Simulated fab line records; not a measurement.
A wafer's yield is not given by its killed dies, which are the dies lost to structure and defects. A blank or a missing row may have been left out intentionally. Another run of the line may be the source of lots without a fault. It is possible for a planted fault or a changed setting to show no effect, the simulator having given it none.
fab line records | flow sky130 | part 1 of 2: steps 1 to 31 of 41
record lots=5 | wafers=15 | last_day=49
route steps=708 shown LDD_N@244 LDD_P@255 LDD_HVN@267 LDD_HVP@278
lots with no fault: from the same line, run without faults
start_h: hours from the record's opening day to when the first of the lot's shown wafers began | wait_h: hours from the lot's prior step to this one | " identical to the entry in the row above | L1.1+2: a single row standing in for several wafers | - no value present, or no start provided | * or withheld: withheld | < > ~ a bound
route shown NAME@n: names a module that has steps shown in the file, with the first one's number in the route | usual: mean/standard deviation of fault-free wafers | same: alike in all rows | chamber/n: place in a boat | sites: each site's reading | _std_site: the values' standard deviation | _edge_site: inner sites' mean taken away from outer sites' mean | radius_mm: for every site, how far away it sits from the centre of the wafer | mask NAME#n: copy n | behind: the last tool/chamber to shape the wafer | hold: the reason the lot was held/the length of the hold in hours/how it ended | device: transistor that didn't switch, given as n, p or np | end of line: tests of these same wafers at the route's end | for a step that has no rows: nothing shown but its recipe | killed: not the wafer's yield, but the dies lost to structure and defects at the first sort | map: a wafer's dies, marking killed ones x, the rest . and places with no die _
set.NAME: the setting that was run; set.NAME@STEP: the one run at that earlier step | model.NAME: the simulator's own value behind a step, which no gauge read
certain route steps with their lots: each step a table, each wafer a row
services: from which hour (start_h, from the record's first day; less than 0 if before it) a tool's chamber was out of use, for how many hours, and why
## steps
# step SKY_LDD_N_OVL_MEAS_07
# usual LDD_N_OVL=-0.7/1.5
lot.wafer | tool       | chamber | start_h | wait_h | LDD_N_OVL[nm]
L078.2    | overlay-01 | -       | 441.88  | 0.1    | 0.6
L078.4    | "          | -       | "       | "      | 0.5
L078.5    | "          | -       | "       | "      | 0.0
L081.3    | overlay-01 | -       | 469.44  | 0.1    | 0.0
L081.5    | "          | -       | "       | "      | 1.0
L081.6    | "          | -       | "       | "      | 0.7
L091.1    | overlay-02 | -       | 558.99  | 0.1    | -0.2
L091.4    | "          | -       | "       | "      | -1.2
L091.6    | "          | -       | "       | "      | -0.3
L094.1    | overlay-02 | -       | 572.89  | 0.1    | -2.0
L094.4    | "          | -       | "       | "      | -1.6
L094.6    | "          | -       | "       | "      | -3.0
L095.2    | overlay-01 | -       | 574.38  | 0.1    | -0.5
L095.5    | "          | -       | "       | "      | 0.7
L095.6    | "          | -       | "       | "      | -0.4
# step SKY_LDD_N_IMPLANT_08
# recipe species=As | energy_kev=20 | dose_cm2=7.5e+13 | tilt_deg=withheld | rotation_deg=23
lot.wafer  | tool         | chamber | start_h | wait_h
L078.2+4+5 | implanter-02 | 0       | 441.94  | 0.0
L081.3+5+6 | implanter-02 | 0       | 469.51  | 0.1
L091.1+4+6 | implanter-01 | 0       | 559.02  | 0.0
L094.1+4+6 | implanter-02 | 0       | 572.92  | 0.0
L095.2+5+6 | implanter-03 | 0       | 574.44  | 0.0
# step SKY_LDD_N_IMPLANT_09
# recipe species=As | energy_kev=20 | dose_cm2=7.5e+13 | tilt_deg=withheld | rotation_deg=113
lot.wafer  | tool         | chamber | start_h | wait_h
L078.2+4+5 | implanter-02 | 0       | 442.09  | 0.1
L081.3+5+6 | implanter-02 | 0       | 469.66  | 0.1
L091.1+4+6 | implanter-01 | 0       | 559.17  | 0.1
L094.1+4+6 | implanter-02 | 0       | 573.07  | 0.1
L095.2+5+6 | implanter-03 | 0       | 574.59  | 0.1
# step SKY_LDD_N_IMPLANT_10
# recipe species=As | energy_kev=20 | dose_cm2=7.5e+13 | tilt_deg=withheld | rotation_deg=203
lot.wafer  | tool         | chamber | start_h | wait_h
L078.2+4+5 | implanter-02 | 0       | 442.24  | 0.1
L081.3+5+6 | implanter-02 | 0       | 469.81  | 0.1
L091.1+4+6 | implanter-01 | 0       | 559.32  | 0.1
L094.1+4+6 | implanter-02 | 0       | 573.22  | 0.1
L095.2+5+6 | implanter-03 | 0       | 574.74  | 0.1
# step SKY_LDD_N_IMPLANT_11
# recipe species=As | energy_kev=20 | dose_cm2=7.5e+13 | tilt_deg=withheld | rotation_deg=293
lot.wafer  | tool         | chamber | start_h | wait_h
L078.2+4+5 | implanter-02 | 0       | 442.39  | 0.1
L081.3+5+6 | implanter-02 | 0       | 469.96  | 0.1
L091.1+4+6 | implanter-01 | 0       | 559.47  | 0.1
L094.1+4+6 | implanter-02 | 0       | 573.37  | 0.1
L095.2+5+6 | implanter-03 | 0       | 574.89  | 0.1
# step SKY_LDD_N_IMPLANT_12
# recipe species=BF2 | energy_kev=50 | dose_cm2=5e+12 | tilt_deg=30 | rotation_deg=0
lot.wafer  | tool         | chamber | start_h | wait_h
L078.2+4+5 | implanter-02 | 0       | 442.54  | 0.1
L081.3+5+6 | implanter-02 | 0       | 470.11  | 0.1
L091.1+4+6 | implanter-01 | 0       | 559.62  | 0.1
L094.1+4+6 | implanter-02 | 0       | 573.52  | 0.1
L095.2+5+6 | implanter-03 | 0       | 575.04  | 0.1
# step SKY_LDD_N_IMPLANT_13
# recipe species=BF2 | energy_kev=50 | dose_cm2=5e+12 | tilt_deg=30 | rotation_deg=90
lot.wafer  | tool         | chamber | start_h | wait_h
L078.2+4+5 | implanter-02 | 0       | 442.69  | 0.1
L081.3+5+6 | implanter-02 | 0       | 470.26  | 0.1
L091.1+4+6 | implanter-01 | 0       | 559.77  | 0.1
L094.1+4+6 | implanter-02 | 0       | 573.67  | 0.1
L095.2+5+6 | implanter-03 | 0       | 575.19  | 0.1
# step SKY_LDD_N_IMPLANT_14
# recipe species=BF2 | energy_kev=50 | dose_cm2=5e+12 | tilt_deg=30 | rotation_deg=180
lot.wafer  | tool         | chamber | start_h | wait_h
L078.2+4+5 | implanter-02 | 0       | 442.84  | 0.1
L081.3+5+6 | implanter-02 | 0       | 470.41  | 0.1
L091.1+4+6 | implanter-01 | 0       | 559.92  | 0.1
L094.1+4+6 | implanter-02 | 0       | 573.82  | 0.1
L095.2+5+6 | implanter-03 | 0       | 575.34  | 0.1
# step SKY_LDD_N_IMPLANT_15
# recipe species=BF2 | energy_kev=50 | dose_cm2=5e+12 | tilt_deg=30 | rotation_deg=270
lot.wafer  | tool         | chamber | start_h | wait_h
L078.2+4+5 | implanter-02 | 0       | 442.99  | 0.1
L081.3+5+6 | implanter-02 | 0       | 470.56  | 0.1
L091.1+4+6 | implanter-01 | 0       | 560.07  | 0.1
L094.1+4+6 | implanter-02 | 0       | 573.97  | 0.1
L095.2+5+6 | implanter-03 | 0       | 575.49  | 0.1
# step SKY_LDD_N_STRIP_16
# recipe chemistry=O2/N2 | power_w=1400 | pressure_mtorr=1500 | platen_temp_c=withheld | o2_flow_sccm=3000 | n2_flow_sccm=300 | overash_fraction=0.5
# usual drypump_motor_current_A=5.4/0.39 | oes_product_au=0.406/0.0045 | strip_time_to_endpoint_s=4.313/0.016
lot.wafer | tool            | chamber | start_h | wait_h | drypump_motor_current_A | oes_product_au | rf_hours_counter_h | strip_time_to_endpoint_s
L078.2    | plasma_asher-01 | 0       | 443.11  | 0.1    | 5.9                     | 0.410          | 75                 | 4.334
L078.4    | "               | 1       | "       | "      | 5.7                     | 0.408          | -                  | 4.346
L078.5    | "               | 0       | "       | "      | 5.8                     | 0.398          | -                  | 4.339
L081.3    | plasma_asher-01 | 1       | 470.70  | 0.1    | 5.7                     | 0.412          | -                  | 4.334
L081.5    | "               | 1       | "       | "      | 5.7                     | 0.416          | -                  | 4.344
L081.6    | "               | 0       | "       | "      | 5.9                     | 0.412          | -                  | 4.329
L091.1    | plasma_asher-02 | 1       | 560.22  | 0.1    | 4.8                     | 0.409          | 70                 | 4.318
L091.4    | "               | 1       | "       | "      | 4.8                     | 0.410          | -                  | 4.319
L091.6    | "               | 1       | "       | "      | 4.8                     | 0.410          | -                  | 4.300
L094.1    | plasma_asher-01 | 1       | 574.12  | 0.1    | 5.7                     | 0.410          | 88                 | 4.327
L094.4    | "               | 0       | "       | "      | 5.9                     | 0.408          | -                  | 4.346
L094.6    | "               | 0       | "       | "      | 5.9                     | 0.410          | -                  | 4.321
L095.2    | plasma_asher-01 | 0       | 575.61  | 0.1    | 5.9                     | 0.406          | 88                 | 4.310
L095.5    | "               | 0       | "       | "      | 5.9                     | 0.405          | -                  | 4.312
L095.6    | "               | 1       | "       | "      | 5.7                     | 0.407          | -                  | 4.318
# step SKY_LDD_N_TW_MEAS_17
# usual LDD_N_TW=2584/19
lot.wafer | tool          | chamber | start_h | wait_h | LDD_N_TW
L078.2    | film_metro-02 | -       | 443.22  | 0.1    | 2572
L078.4    | "             | -       | "       | "      | 2574
L078.5    | "             | -       | "       | "      | 2584
L081.3    | film_metro-04 | -       | 470.78  | 0.1    | 2587
L081.5    | "             | -       | "       | "      | 2575
L081.6    | "             | -       | "       | "      | 2566
L091.1    | film_metro-01 | -       | 560.32  | 0.1    | 2540
L091.4    | "             | -       | "       | "      | 2552
L091.6    | "             | -       | "       | "      | 2529
L094.1    | film_metro-01 | -       | 574.22  | 0.1    | 2557
L094.4    | "             | -       | "       | "      | 2558
L094.6    | "             | -       | "       | "      | 2555
L095.2    | film_metro-04 | -       | 575.72  | 0.1    | 2567
L095.5    | "             | -       | "       | "      | 2568
L095.6    | "             | -       | "       | "      | 2564
# step SKY_LDD_P_DEHYDRATE_00
# recipe temp_c=200 | time_s=60
# usual chill_plate_temp_C=23.00/0.09
lot.wafer | tool           | chamber | start_h | wait_h | chill_plate_temp_C
L078.2    | litho_track-03 | 0       | 457.73  | 14.5   | 22.89
L078.4    | "              | 0       | "       | "      | 23.06
L078.5    | "              | 0       | "       | "      | 23.12
L081.3    | litho_track-01 | 0       | 485.44  | 14.6   | 23.06
L081.5    | "              | 0       | "       | "      | 23.02
L081.6    | "              | 0       | "       | "      | 23.03
L091.1    | litho_track-03 | 0       | 573.80  | 13.5   | 23.09
L091.4    | "              | 0       | "       | "      | 23.26
L091.6    | "              | 0       | "       | "      | 23.17
L094.1    | litho_track-01 | 0       | 589.09  | 14.9   | 23.12
L094.4    | "              | 0       | "       | "      | 23.08
L094.6    | "              | 0       | "       | "      | 22.88
L095.2    | litho_track-03 | 0       | 590.28  | 14.5   | 22.90
L095.5    | "              | 0       | "       | "      | 23.06
L095.6    | "              | 0       | "       | "      | 23.07
# step SKY_LDD_P_HMDS_01
# recipe prime_time_s=60 | prime_temp_c=120
# usual chill_plate_temp_C=23.00/0.11
lot.wafer | tool           | chamber | start_h | wait_h | chill_plate_temp_C
L078.2    | litho_track-03 | 0       | 457.88  | 0.1    | 23.29
L078.4    | "              | 0       | "       | "      | 22.86
L078.5    | "              | 0       | "       | "      | 23.11
L081.3    | litho_track-01 | 0       | 485.59  | 0.1    | 23.09
L081.5    | "              | 0       | "       | "      | 23.25
L081.6    | "              | 0       | "       | "      | 23.08
L091.1    | litho_track-03 | 0       | 573.95  | 0.1    | 22.80
L091.4    | "              | 0       | "       | "      | 23.04
L091.6    | "              | 0       | "       | "      | 22.92
L094.1    | litho_track-01 | 0       | 589.24  | 0.1    | 23.04
L094.4    | "              | 0       | "       | "      | 23.13
L094.6    | "              | 0       | "       | "      | 23.05
L095.2    | litho_track-03 | 0       | 590.43  | 0.1    | 22.88
L095.5    | "              | 0       | "       | "      | 23.09
L095.6    | "              | 0       | "       | "      | 23.08
# step SKY_LDD_P_COAT_02
# recipe resist=NOVOLAK | spin_rpm=3000 | resist_thk_nm=1140
# usual chill_plate_temp_C=23.00/0.1
lot.wafer | tool           | chamber | start_h | wait_h | chill_plate_temp_C
L078.2    | litho_track-03 | 0       | 458.03  | 0.1    | 23.11
L078.4    | "              | 0       | "       | "      | 23.09
L078.5    | "              | 0       | "       | "      | 23.01
L081.3    | litho_track-01 | 0       | 485.74  | 0.1    | 23.01
L081.5    | "              | 0       | "       | "      | 22.96
L081.6    | "              | 0       | "       | "      | 23.00
L091.1    | litho_track-03 | 0       | 574.10  | 0.1    | 22.90
L091.4    | "              | 0       | "       | "      | 22.92
L091.6    | "              | 0       | "       | "      | 23.02
L094.1    | litho_track-01 | 0       | 589.39  | 0.1    | 22.92
L094.4    | "              | 0       | "       | "      | 23.01
L094.6    | "              | 0       | "       | "      | 23.00
L095.2    | litho_track-03 | 0       | 590.58  | 0.1    | 23.18
L095.5    | "              | 0       | "       | "      | 23.17
L095.6    | "              | 0       | "       | "      | 23.11
# step SKY_LDD_P_SOFTBAKE_03
# recipe temp_c=90 | time_s=60 | resist=NOVOLAK
# usual chill_plate_temp_C=22.99/0.11
lot.wafer | tool           | chamber | start_h | wait_h | chill_plate_temp_C
L078.2    | litho_track-03 | 0       | 458.18  | 0.1    | 23.02
L078.4    | "              | 0       | "       | "      | 23.15
L078.5    | "              | 0       | "       | "      | 22.89
L081.3    | litho_track-01 | 0       | 485.89  | 0.1    | 22.93
L081.5    | "              | 0       | "       | "      | 22.92
L081.6    | "              | 0       | "       | "      | 22.92
L091.1    | litho_track-03 | 0       | 574.25  | 0.1    | 22.88
L091.4    | "              | 0       | "       | "      | 23.04
L091.6    | "              | 0       | "       | "      | 22.98
L094.1    | litho_track-01 | 0       | 589.54  | 0.1    | 23.00
L094.4    | "              | 0       | "       | "      | 22.88
L094.6    | "              | 0       | "       | "      | 22.89
L095.2    | litho_track-03 | 0       | 590.73  | 0.1    | 22.93
L095.5    | "              | 0       | "       | "      | 22.90
L095.6    | "              | 0       | "       | "      | 22.92
# step SKY_LDD_P_EXPOSE_04
# recipe mask_id=PSDM | na=0.6 | source_shape=conventional | sigma_outer=0.6 | polarization=unpolarized | target_cd_nm=380 | dose_mj=138
lot.wafer  | tool             | chamber | start_h | wait_h | mask
L078.2+4+5 | iline_stepper-02 | 0       | -       | -      | PSDM#0
L081.3+5+6 | iline_stepper-01 | 0       | -       | -      | PSDM#0
L091.1+4+6 | iline_stepper-02 | 0       | -       | -      | PSDM#0
L094.1+4+6 | iline_stepper-02 | 0       | -       | -      | PSDM#0
L095.2+5+6 | iline_stepper-01 | 0       | -       | -      | PSDM#0
# step SKY_LDD_P_PEB_05
# recipe temp_c=withheld | time_s=* | resist=NOVOLAK
# usual chill_plate_temp_C=*
lot.wafer | tool           | chamber | start_h | wait_h | chill_plate_temp_C
L078.2    | litho_track-01 | 0       | -       | -      | *
L078.4    | "              | 0       | "       | "      | *
L078.5    | "              | 0       | "       | "      | *
L081.3    | litho_track-04 | 0       | -       | -      | *
L081.5    | "              | 0       | "       | "      | *
L081.6    | "              | 0       | "       | "      | *
L091.1    | litho_track-03 | 0       | -       | -      | *
L091.4    | "              | 0       | "       | "      | *
L091.6    | "              | 0       | "       | "      | *
L094.1    | litho_track-01 | 0       | -       | -      | *
L094.4    | "              | 0       | "       | "      | *
L094.6    | "              | 0       | "       | "      | *
L095.2    | litho_track-03 | 0       | -       | -      | *
L095.5    | "              | 0       | "       | "      | *
L095.6    | "              | 0       | "       | "      | *
# step SKY_LDD_P_DEVELOP_06
# recipe resist=NOVOLAK | developer=TMAH | develop_time_s=60 | dev_temp_c=23
# usual chill_plate_temp_C=22.98/0.097
lot.wafer | tool           | chamber | start_h | wait_h | chill_plate_temp_C
L078.2    | litho_track-01 | 0       | 473.86  | 0.1    | 23.01
L078.4    | "              | 0       | "       | "      | 22.99
L078.5    | "              | 0       | "       | "      | 22.78
L081.3    | litho_track-04 | 0       | 501.78  | 0.1    | 23.12
L081.5    | "              | 0       | "       | "      | 23.14
L081.6    | "              | 0       | "       | "      | 23.03
L091.1    | litho_track-03 | 0       | 589.30  | 0.1    | 23.06
L091.4    | "              | 0       | "       | "      | 22.92
L091.6    | "              | 0       | "       | "      | 22.92
L094.1    | litho_track-01 | 0       | 603.59  | 0.1    | 22.85
L094.4    | "              | 0       | "       | "      | 23.09
L094.6    | "              | 0       | "       | "      | 23.06
L095.2    | litho_track-03 | 0       | 604.78  | 0.1    | 22.87
L095.5    | "              | 0       | "       | "      | 22.92
L095.6    | "              | 0       | "       | "      | 22.89
# step SKY_LDD_P_CD_MEAS_07
# recipe target_cd_nm=380
# usual cd_nm=380.0/2.5
lot.wafer | tool      | chamber | start_h | wait_h | cd_nm
L078.2    | cd_sem-02 | -       | 474.01  | 0.1    | 380.6
L078.4    | "         | -       | "       | "      | 379.1
L078.5    | "         | -       | "       | "      | 378.8
L081.3    | cd_sem-02 | -       | 501.92  | 0.1    | 381.8
L081.5    | "         | -       | "       | "      | 383.2
L081.6    | "         | -       | "       | "      | 384.1
L091.1    | cd_sem-01 | -       | 589.45  | 0.1    | 381.9
L091.4    | "         | -       | "       | "      | 382.6
L091.6    | "         | -       | "       | "      | 382.0
L094.1    | cd_sem-01 | -       | 603.74  | 0.1    | 381.7
L094.4    | "         | -       | "       | "      | 378.0
L094.6    | "         | -       | "       | "      | 376.0
L095.2    | cd_sem-01 | -       | 604.92  | 0.1    | 384.6
L095.5    | "         | -       | "       | "      | 381.1
L095.6    | "         | -       | "       | "      | 380.2
# step SKY_LDD_P_OVL_MEAS_08
# usual LDD_P_OVL=-1.1/1.2
lot.wafer | tool       | chamber | start_h | wait_h | LDD_P_OVL[nm]
L078.2    | overlay-02 | -       | 474.11  | 0.1    | -1.4
L078.4    | "          | -       | "       | "      | -2.2
L078.5    | "          | -       | "       | "      | -0.2
L081.3    | overlay-01 | -       | 502.01  | 0.1    | -1.3
L081.5    | "          | -       | "       | "      | 0.6
L081.6    | "          | -       | "       | "      | -0.4
L091.1    | overlay-01 | -       | 589.57  | 0.1    | -0.8
L091.4    | "          | -       | "       | "      | 0.3
L091.6    | "          | -       | "       | "      | -1.6
L094.1    | overlay-01 | -       | 603.86  | 0.1    | 1.4
L094.4    | "          | -       | "       | "      | 0.4
L094.6    | "          | -       | "       | "      | 1.1
L095.2    | overlay-02 | -       | 605.03  | 0.1    | -1.7
L095.5    | "          | -       | "       | "      | -0.7
L095.6    | "          | -       | "       | "      | -2.3
# step SKY_LDD_P_IMPLANT_09
# recipe species=BF2 | energy_kev=25 | dose_cm2=1e+13 | tilt_deg=withheld
lot.wafer  | tool         | chamber | start_h | wait_h
L078.2+4+5 | implanter-02 | 0       | 474.17  | 0.0
L081.3+5+6 | implanter-02 | 0       | 502.08  | 0.1
L091.1+4+6 | implanter-02 | 0       | 589.61  | 0.0
L094.1+4+6 | implanter-03 | 0       | 603.89  | 0.0
L095.2+5+6 | implanter-03 | 0       | 605.09  | 0.0
# step SKY_LDD_P_STRIP_10
# recipe chemistry=O2/N2 | power_w=1400 | pressure_mtorr=1500 | platen_temp_c=withheld | o2_flow_sccm=3000 | n2_flow_sccm=300 | overash_fraction=0.5
# usual drypump_motor_current_A=5.4/0.53 | oes_product_au=0.716/0.0048 | strip_time_to_endpoint_s=14.17/0.041
lot.wafer | tool            | chamber | start_h | wait_h | drypump_motor_current_A | oes_product_au | rf_hours_counter_h | strip_time_to_endpoint_s
L078.2    | plasma_asher-02 | 0       | 474.29  | 0.1    | 4.8                     | 0.712          | 62                 | 14.19
L078.4    | "               | 0       | "       | "      | 4.8                     | 0.717          | -                  | 14.18
L078.5    | "               | 1       | "       | "      | 4.8                     | 0.713          | -                  | 14.18
L081.3    | plasma_asher-02 | 1       | 502.22  | 0.1    | 4.8                     | 0.718          | -                  | 14.15
L081.5    | "               | 1       | "       | "      | 4.8                     | 0.717          | -                  | 14.12
L081.6    | "               | 0       | "       | "      | 4.8                     | 0.719          | -                  | 14.13
L091.1    | plasma_asher-03 | 1       | 589.76  | 0.1    | 5.0                     | 0.716          | 50                 | 14.19
L091.4    | "               | 1       | "       | "      | 5.0                     | 0.722          | -                  | 14.16
L091.6    | "               | 0       | "       | "      | 6.1                     | 0.712          | -                  | 14.14
L094.1    | plasma_asher-01 | 1       | 604.04  | 0.1    | 5.7                     | 0.709          | 91                 | 14.21
L094.4    | "               | 0       | "       | "      | 5.8                     | 0.717          | -                  | 14.22
L094.6    | "               | 1       | "       | "      | 5.7                     | 0.716          | -                  | 14.24
L095.2    | plasma_asher-03 | 1       | 605.21  | 0.1    | 5.0                     | 0.716          | 52                 | 14.14
L095.5    | "               | 0       | "       | "      | 6.2                     | 0.713          | -                  | 14.18
L095.6    | "               | 1       | "       | "      | 5.0                     | 0.723          | -                  | 14.14
# step SKY_LDD_P_TW_MEAS_11
# usual LDD_P_TW=635/6.2
lot.wafer | tool          | chamber | start_h | wait_h | LDD_P_TW
L078.2    | film_metro-01 | -       | 474.40  | 0.1    | 624
L078.4    | "             | -       | "       | "      | 624
L078.5    | "             | -       | "       | "      | 624
L081.3    | film_metro-04 | -       | 502.30  | 0.1    | 632
L081.5    | "             | -       | "       | "      | 635
L081.6    | "             | -       | "       | "      | 632
L091.1    | film_metro-03 | -       | 589.86  | 0.1    | 644
L091.4    | "             | -       | "       | "      | 643
L091.6    | "             | -       | "       | "      | 642
L094.1    | film_metro-01 | -       | 604.14  | 0.1    | 626
L094.4    | "             | -       | "       | "      | 632
L094.6    | "             | -       | "       | "      | 632
L095.2    | film_metro-03 | -       | 605.32  | 0.1    | 642
L095.5    | "             | -       | "       | "      | 643
L095.6    | "             | -       | "       | "      | 647
# step SKY_LDD_HVN_DEHYDRATE_00
# recipe temp_c=200 | time_s=60
# usual chill_plate_temp_C=23.00/0.1
lot.wafer | tool           | chamber | start_h | wait_h | chill_plate_temp_C
L078.2    | litho_track-02 | 0       | 488.91  | 14.5   | 23.11
L078.4    | "              | 0       | "       | "      | 23.05
L078.5    | "              | 0       | "       | "      | 23.10
L081.3    | litho_track-01 | 0       | 517.04  | 14.7   | 23.09
L081.5    | "              | 0       | "       | "      | 23.04
L081.6    | "              | 0       | "       | "      | 23.10
L091.1    | litho_track-02 | 0       | 603.14  | 13.3   | 23.23
L091.4    | "              | 0       | "       | "      | 23.20
L091.6    | "              | 0       | "       | "      | 23.16
L094.1    | litho_track-02 | 0       | 618.34  | 14.2   | 23.05
L094.4    | "              | 0       | "       | "      | 23.06
L094.6    | "              | 0       | "       | "      | 23.04
L095.2    | litho_track-02 | 0       | 620.21  | 14.9   | 23.02
L095.5    | "              | 0       | "       | "      | 23.07
L095.6    | "              | 0       | "       | "      | 23.03
# step SKY_LDD_HVN_HMDS_01
# recipe prime_time_s=60 | prime_temp_c=120
# usual chill_plate_temp_C=22.99/0.084
lot.wafer | tool           | chamber | start_h | wait_h | chill_plate_temp_C
L078.2    | litho_track-02 | 0       | 489.06  | 0.1    | 23.07
L078.4    | "              | 0       | "       | "      | 23.00
L078.5    | "              | 0       | "       | "      | 23.12
L081.3    | litho_track-01 | 0       | 517.19  | 0.1    | 22.95
L081.5    | "              | 0       | "       | "      | 23.00
L081.6    | "              | 0       | "       | "      | 22.92
L091.1    | litho_track-02 | 0       | 603.29  | 0.1    | 22.85
L091.4    | "              | 0       | "       | "      | 23.10
L091.6    | "              | 0       | "       | "      | 22.98
L094.1    | litho_track-02 | 0       | 618.49  | 0.1    | 22.85
L094.4    | "              | 0       | "       | "      | 22.73
L094.6    | "              | 0       | "       | "      | 22.89
L095.2    | litho_track-02 | 0       | 620.36  | 0.1    | 23.03
L095.5    | "              | 0       | "       | "      | 22.88
L095.6    | "              | 0       | "       | "      | 22.95
# step SKY_LDD_HVN_COAT_02
# recipe resist=NOVOLAK | spin_rpm=3000 | resist_thk_nm=300
# usual chill_plate_temp_C=23.00/0.089
lot.wafer | tool           | chamber | start_h | wait_h | chill_plate_temp_C
L078.2    | litho_track-02 | 0       | 489.21  | 0.1    | 23.02
L078.4    | "              | 0       | "       | "      | 23.13
L078.5    | "              | 0       | "       | "      | 22.94
L081.3    | litho_track-01 | 0       | 517.34  | 0.1    | 23.06
L081.5    | "              | 0       | "       | "      | 23.14
L081.6    | "              | 0       | "       | "      | 23.01
L091.1    | litho_track-02 | 0       | 603.44  | 0.1    | 23.02
L091.4    | "              | 0       | "       | "      | 23.02
L091.6    | "              | 0       | "       | "      | 23.13
L094.1    | litho_track-02 | 0       | 618.64  | 0.1    | 23.02
L094.4    | "              | 0       | "       | "      | 22.97
L094.6    | "              | 0       | "       | "      | 23.00
L095.2    | litho_track-02 | 0       | 620.51  | 0.1    | 23.03
L095.5    | "              | 0       | "       | "      | 23.04
L095.6    | "              | 0       | "       | "      | 22.97
# step SKY_LDD_HVN_SOFTBAKE_03
# recipe temp_c=90 | time_s=60 | resist=NOVOLAK
# usual chill_plate_temp_C=22.99/0.11
lot.wafer | tool           | chamber | start_h | wait_h | chill_plate_temp_C
L078.2    | litho_track-02 | 0       | 489.36  | 0.1    | 22.89
L078.4    | "              | 0       | "       | "      | 22.94
L078.5    | "              | 0       | "       | "      | 22.95
L081.3    | litho_track-01 | 0       | 517.49  | 0.1    | 22.79
L081.5    | "              | 0       | "       | "      | 22.79
L081.6    | "              | 0       | "       | "      | 22.88
L091.1    | litho_track-02 | 0       | 603.59  | 0.1    | 22.71
L091.4    | "              | 0       | "       | "      | 22.90
L091.6    | "              | 0       | "       | "      | 22.91
L094.1    | litho_track-02 | 0       | 618.79  | 0.1    | 23.06
L094.4    | "              | 0       | "       | "      | 23.07
L094.6    | "              | 0       | "       | "      | 23.13
L095.2    | litho_track-02 | 0       | 620.66  | 0.1    | 22.86
L095.5    | "              | 0       | "       | "      | 22.97
L095.6    | "              | 0       | "       | "      | 23.05
# step SKY_LDD_HVN_EXPOSE_04
# recipe mask_id=HVNTM | na=0.6 | source_shape=conventional | sigma_outer=0.6 | polarization=unpolarized | target_cd_nm=700 | dose_mj=127
lot.wafer  | tool             | chamber | start_h | wait_h | mask
L078.2+4+5 | iline_stepper-02 | 0       | -       | -      | HVNTM#0
L081.3+5+6 | iline_stepper-02 | 0       | -       | -      | HVNTM#0
L091.1+4+6 | iline_stepper-02 | 0       | -       | -      | HVNTM#0
L094.1+4+6 | iline_stepper-01 | 0       | -       | -      | HVNTM#0
L095.2+5+6 | iline_stepper-01 | 0       | -       | -      | HVNTM#0
# step SKY_LDD_HVN_PEB_05
# recipe temp_c=withheld | time_s=* | resist=NOVOLAK
# usual chill_plate_temp_C=*
lot.wafer | tool           | chamber | start_h | wait_h | chill_plate_temp_C
L078.2    | litho_track-01 | 0       | -       | -      | *
L078.4    | "              | 0       | "       | "      | *
L078.5    | "              | 0       | "       | "      | *
L081.3    | litho_track-03 | 0       | -       | -      | *
L081.5    | "              | 0       | "       | "      | *
L081.6    | "              | 0       | "       | "      | *
L091.1    | litho_track-02 | 0       | -       | -      | *
L091.4    | "              | 0       | "       | "      | *
L091.6    | "              | 0       | "       | "      | *
L094.1    | litho_track-03 | 0       | -       | -      | *
L094.4    | "              | 0       | "       | "      | *
L094.6    | "              | 0       | "       | "      | *
L095.2    | litho_track-03 | 0       | -       | -      | *
L095.5    | "              | 0       | "       | "      | *
L095.6    | "              | 0       | "       | "      | *
# step SKY_LDD_HVN_DEVELOP_06
# recipe resist=NOVOLAK | developer=TMAH | develop_time_s=60 | dev_temp_c=23
# usual chill_plate_temp_C=22.99/0.099
lot.wafer | tool           | chamber | start_h | wait_h | chill_plate_temp_C
L078.2    | litho_track-01 | 0       | 504.71  | 0.1    | 22.92
L078.4    | "              | 0       | "       | "      | 22.92
L078.5    | "              | 0       | "       | "      | 22.98
L081.3    | litho_track-03 | 0       | 532.90  | 0.1    | 22.95
L081.5    | "              | 0       | "       | "      | 22.99
L081.6    | "              | 0       | "       | "      | 22.96
L091.1    | litho_track-02 | 0       | 617.84  | 0.1    | 22.99
L091.4    | "              | 0       | "       | "      | 22.99
L091.6    | "              | 0       | "       | "      | 23.11
L094.1    | litho_track-03 | 0       | 633.10  | 0.1    | 22.94
L094.4    | "              | 0       | "       | "      | 23.00
L094.6    | "              | 0       | "       | "      | 23.17
L095.2    | litho_track-03 | 0       | 634.33  | 0.1    | 23.07
L095.5    | "              | 0       | "       | "      | 22.99
L095.6    | "              | 0       | "       | "      | 22.95
# step SKY_LDD_HVN_OVL_MEAS_07
# usual LDD_HVN_OVL=-0.1/1.3
lot.wafer | tool       | chamber | start_h | wait_h | LDD_HVN_OVL[nm]
L078.2    | overlay-02 | -       | 504.84  | 0.1    | 1.2
L078.4    | "          | -       | "       | "      | -0.8
L078.5    | "          | -       | "       | "      | 0.6
L081.3    | overlay-01 | -       | 533.02  | 0.1    | 1.8
L081.5    | "          | -       | "       | "      | 2.5
L081.6    | "          | -       | "       | "      | 0.9
L091.1    | overlay-02 | -       | 617.99  | 0.1    | -0.4
L091.4    | "          | -       | "       | "      | 0.8
L091.6    | "          | -       | "       | "      | -0.2
L094.1    | overlay-01 | -       | 633.25  | 0.1    | -0.5
L094.4    | "          | -       | "       | "      | -0.1
L094.6    | "          | -       | "       | "      | 1.2
L095.2    | overlay-01 | -       | 634.46  | 0.1    | -1.9
L095.5    | "          | -       | "       | "      | -0.6
L095.6    | "          | -       | "       | "      | -1.9
